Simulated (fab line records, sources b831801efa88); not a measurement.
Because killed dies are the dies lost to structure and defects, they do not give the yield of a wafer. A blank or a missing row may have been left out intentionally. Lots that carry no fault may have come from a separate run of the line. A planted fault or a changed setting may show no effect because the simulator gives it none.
Matching of chambers | flow sky130 | cmp-02 running SKY_VIA3_CMP_02: 4 sister chambers
The step polishes SiO2. 4 wafers are shown with their chamber, then 7 later ones without.

== WAFERS, EACH WITH ITS CHAMBER ==
wafer  | chamber | motorCurrentA (A)
L793.3 | 1       | 12.6
L796.1 | 0       | 9.0
L811.1 | 3       | 12.4
L811.2 | 2       | 13.2

== WAFERS WITH NO CHAMBER GIVEN ==
wafer  | motorCurrentA (A)
L811.6 | 13.3
L812.1 | 12.5
L812.3 | 12.2
L812.5 | 9.5
L813.2 | 12.3
L813.3 | 12.6
L813.5 | 9.3

== WHICH CHAMBER EACH WENT THROUGH ==
wafer  | from the rows above     | in truth
L811.6 | 2                       | 2
L812.1 | can't be placed: 1 or 3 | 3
L812.3 | can't be placed: 3 or 1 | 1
L812.5 | 0                       | 0
L813.2 | can't be placed: 3 or 1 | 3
L813.3 | can't be placed: 1 or 3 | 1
L813.5 | 0                       | 0
Placed correctly: 3 of 7. These rows do not allow placing 4 (true chamber among the candidates in 4). Number placed wrongly: 0.
How it was worked out, from the rows above alone: a wafer's distance from a chamber is the root of the sum, over the readings, of the square of ((its reading less the chamber's mean) divided by the reading's scatter). The wafer belongs to the nearest chamber; if the next one is less than 2 further off, it can't be placed. The mean given for a chamber averages the wafers shown for that chamber. The scatter: with one shown wafer a chamber, the root of the mean of the squares of how far each hidden wafer lies from its nearest shown one.
